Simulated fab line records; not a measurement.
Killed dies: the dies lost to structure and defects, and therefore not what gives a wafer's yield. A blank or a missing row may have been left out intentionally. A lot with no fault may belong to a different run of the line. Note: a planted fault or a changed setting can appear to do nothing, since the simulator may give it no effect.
The tool behind it: which one? + flow gf180mcu + 13 lots with 39 wafers sampled at 3 steps, on a route of 602 steps

== WHAT THE GAUGES SHOWED, per wafer ==
GF_V4_RS_MEAS_24: uses a four-point probe to measure. Usual: for V4_W_RS the level is 0.330 ohm/sq and the standard deviation is 0.0041.
| lot  | measured     | on            | V4_W_RS (ohm/sq)  | flag |
|------|--------------|---------------|-------------------|------|
| L715 | day 24 14:08 | film_metro-03 | 0.337 0.329 0.337 |      |
| L716 | day 24 21:12 | film_metro-03 | 0.328 0.328 0.332 |      |
| L717 | day 24 23:26 | film_metro-01 | 0.328 0.322 0.326 |      |
| L719 | day 25 11:06 | film_metro-01 | 0.326 0.331 0.325 |      |
| L721 | day 26 17:31 | film_metro-02 | 0.325 0.327 0.324 |      |
| L720 | day 26 18:35 | film_metro-02 | 0.326 0.325 0.322 |      |
| L722 | day 26 22:22 | film_metro-02 | 0.327 0.324 0.328 |      |
| L723 | day 27 03:32 | film_metro-02 | 0.337 0.334 0.335 |      |
| L726 | day 27 23:18 | film_metro-03 | 0.331 0.332 0.335 |      |
| L729 | day 28 23:00 | film_metro-02 | 0.329 0.325 0.326 |      |
| L730 | day 29 15:46 | film_metro-01 | 0.329 0.330 0.332 |      |
| L732 | day 30 05:28 | film_metro-02 | 0.334 0.334 0.337 |      |
| L737 | day 31 06:30 | film_metro-01 | 0.329 0.326 0.331 |      |

== WHICH TOOL RAN EACH LOT (tool, then ch and the chambers of the sampled wafers, then the start) ==
| lot  | GF_V4_CVD_02                    | GF_V4_SPUTTER_22             |
|------|---------------------------------|------------------------------|
| L715 | pecvd-03 ch 0,1,2, day 23 14:28 | pvd_sputter-04, day 24 13:56 |
| L716 | pecvd-02 ch 0,1, day 23 21:46   | pvd_sputter-03, day 24 20:55 |
| L717 | pecvd-04 ch 0,1,2, day 23 23:54 | pvd_sputter-04, day 24 23:16 |
| L719 | pecvd-02 ch 0,1, day 24 12:42   | pvd_sputter-03, day 25 10:56 |
| L721 | pecvd-02 ch 0,2, day 25 18:49   | pvd_sputter-04, day 26 17:22 |
| L720 | pecvd-03 ch 0,1,2, day 25 20:19 | pvd_sputter-01, day 26 18:26 |
| L722 | pecvd-03 ch 0,1,2, day 26 00:01 | pvd_sputter-04, day 26 22:13 |
| L723 | pecvd-02 ch 1,2, day 26 04:47   | pvd_sputter-04, day 27 03:23 |
| L726 | pecvd-02 ch 0,1, day 27 02:05   | pvd_sputter-04, day 27 23:09 |
| L729 | pecvd-02 ch 0,1,2, day 28 02:35 | pvd_sputter-03, day 28 22:49 |
| L730 | pecvd-02 ch 0,1,2, day 28 19:11 | pvd_sputter-04, day 29 15:37 |
| L732 | pecvd-02 ch 0,1,2, day 29 09:34 | pvd_sputter-01, day 30 05:17 |
| L737 | pecvd-04 ch 0,1,2, day 30 11:06 | pvd_sputter-01, day 31 06:21 |
- GF_V4_CVD_02: deposits SiO2 from TEOS, target thk 850 nm, time 94.851 s.
- GF_V4_SPUTTER_22: material TiN, target thk 10 nm, time 40 s.

== WHAT THE TOOLS THEMSELVES READ (means of the sampled wafers that have a number; where no wafer has one, the mark that the record gives instead) ==
GF_V4_CVD_02. Usual: heater_power_w reads 624 W (standard deviation 77).
| lot  | tool     | heater_power_w (W) | flag |
|------|----------|--------------------|------|
| L715 | pecvd-03 | 617                |      |
| L716 | pecvd-02 | 557                |      |
| L717 | pecvd-04 | 615                |      |
| L719 | pecvd-02 | 602                |      |
| L721 | pecvd-02 | 635                |      |
| L720 | pecvd-03 | 569                |      |
| L722 | pecvd-03 | 617                |      |
| L723 | pecvd-02 | 627                |      |
| L726 | pecvd-02 | 599                |      |
| L729 | pecvd-02 | 588                |      |
| L730 | pecvd-02 | 591                |      |
| L732 | pecvd-02 | 533                |      |
| L737 | pecvd-04 | 696                |      |

GF_V4_SPUTTER_22. Usual: throttle_valve_pct reads 30.2 % (standard deviation 1.1).
| lot  | tool           | throttle_valve_pct (%) | flag |
|------|----------------|------------------------|------|
| L715 | pvd_sputter-04 | 29.5                   |      |
| L716 | pvd_sputter-03 | 30.7                   |      |
| L717 | pvd_sputter-04 | 29.0                   |      |
| L719 | pvd_sputter-03 | 31.0                   |      |
| L721 | pvd_sputter-04 | 30.0                   |      |
| L720 | pvd_sputter-01 | 29.9                   |      |
| L722 | pvd_sputter-04 | 29.4                   |      |
| L723 | pvd_sputter-04 | 29.2                   |      |
| L726 | pvd_sputter-04 | 29.5                   |      |
| L729 | pvd_sputter-03 | 31.6                   |      |
| L730 | pvd_sputter-04 | 30.0                   |      |
| L732 | pvd_sputter-01 | 30.1                   |      |
| L737 | pvd_sputter-01 | 29.9                   |      |

== THE ANSWER, worked out from the rows above alone ==
Rule: take the mean of a lot's wafers that have a number; if it is more than 3 standard deviations from the usual mean, the lot is off. Also off: a lot with no number at a reading for which 4 or more lots have one. Any other lot the step has rows for is counted as sound. Order of review: gauges by route order, followed by the tools' own readings, for which a lot's mean as printed above is used. At the first step where some lot is off, the reading lying furthest off is the one used; lots without a number count as furthest.
No lot is off at any reading shown: from this, nothing can be told.

== WHAT WAS PUT IN BY THE SIMULATOR ==
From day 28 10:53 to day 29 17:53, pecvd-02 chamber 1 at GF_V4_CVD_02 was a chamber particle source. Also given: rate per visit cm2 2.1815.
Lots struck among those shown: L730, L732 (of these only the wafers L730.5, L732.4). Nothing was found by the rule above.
